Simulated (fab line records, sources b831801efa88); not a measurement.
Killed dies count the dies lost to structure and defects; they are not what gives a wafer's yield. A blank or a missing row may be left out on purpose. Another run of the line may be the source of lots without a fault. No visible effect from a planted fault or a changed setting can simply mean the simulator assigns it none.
What tool caused it? -- flow gf180mcu -- 42 wafers from 14 lots sampled at 2 of the route's 602 steps

WHAT EACH GAUGE READ, for each wafer
GF_STI_THK_MEAS_02. Usual: for STI_OXIDATION_THK the level is 9.98 nm and the standard deviation is 0.17.
lot,measured,on,STI_OXIDATION_THK (nm),flag
L442,day 1 11:31,filmMetro-04,10.32 10.21 10.22,
L443,day 1 17:01,filmMetro-02,9.95 10.01 10.00,
L444,day 1 23:47,filmMetro-03,10.27 10.22 10.09,
L445,day 2 03:42,filmMetro-02,10.21 10.22 10.19,
L446,day 2 09:09,filmMetro-04,9.91 10.04 10.00,
L449,day 2 22:47,filmMetro-02,9.97 9.85 9.79,
L451,day 3 09:01,filmMetro-03,9.85 9.71 9.77,
L453,day 3 18:41,filmMetro-03,9.81 9.86 9.94,
L454,day 3 23:31,filmMetro-04,9.94 10.18 10.22,
L457,day 4 15:47,filmMetro-03,10.09 10.21 10.17,
L458,day 4 19:32,filmMetro-04,10.00 10.30 10.19,
L459,day 5 00:32,filmMetro-04,10.03 9.84 9.89,
L464,day 6 01:33,filmMetro-02,9.82 9.78 9.87,
L465,day 6 06:31,filmMetro-04,9.87 9.76 9.78,

GF_STI_THK_MEAS_22. Usual: for STI_OXIDATION_01_THK the level is 14.94 nm and the standard deviation is 0.26.
lot,measured,on,STI_OXIDATION_01_THK (nm),flag
L442,day 2 04:50,filmMetro-04,15.23 15.39 14.96,
L443,day 2 10:17,filmMetro-04,14.96 14.95 15.02,
L444,day 2 18:14,filmMetro-02,15.00 15.13 15.10,
L445,day 2 19:56,filmMetro-03,14.39 14.41 14.59,
L446,day 3 01:29,filmMetro-03,14.65 14.42 14.73,
L449,day 3 16:52,filmMetro-02,15.32 15.35 14.97,
L451,day 4 02:08,filmMetro-03,14.82 14.70 14.79,
L453,day 4 11:49,filmMetro-04,15.09 15.23 14.98,
L454,day 4 16:55,filmMetro-04,15.14 14.98 15.02,
L457,day 5 09:40,filmMetro-03,14.80 14.60 14.57,
L458,day 5 13:59,filmMetro-04,14.95 14.70 15.17,
L459,day 5 18:38,filmMetro-04,15.04 15.01 14.97,
L464,day 6 20:35,filmMetro-02,14.68 14.78 14.90,
L465,day 7 02:05,filmMetro-02,15.06 15.27 15.59,

WHAT TOOL EACH LOT RAN ON (gives the tool, then ch and the chambers of the sampled wafers, and finally the start)
Before these readings, the record contains no process step.

WHAT THE TOOLS THEMSELVES READ (means of the sampled wafers that have a number; where no wafer has one, the mark that the record gives instead)
The record holds no such reading with a usual standard deviation.

THE ANSWER, worked out from the rows above alone
Rule: a lot is off if the mean of its wafers that have a number lies more than 3 standard deviations from the usual mean. Also off: a lot with no number at a reading for which 4 or more lots have one. Any other lot the step has rows for is counted as sound. First the gauges in route order, then the tools' own readings, where a lot's mean is used as printed above. The first step at which some lot is off is used, and at that step the reading that is off furthest; a lot without a number counts as furthest.
No lot is off at any reading shown: from this, nothing can be told.

WHAT THE SIMULATOR HAD INSERTED
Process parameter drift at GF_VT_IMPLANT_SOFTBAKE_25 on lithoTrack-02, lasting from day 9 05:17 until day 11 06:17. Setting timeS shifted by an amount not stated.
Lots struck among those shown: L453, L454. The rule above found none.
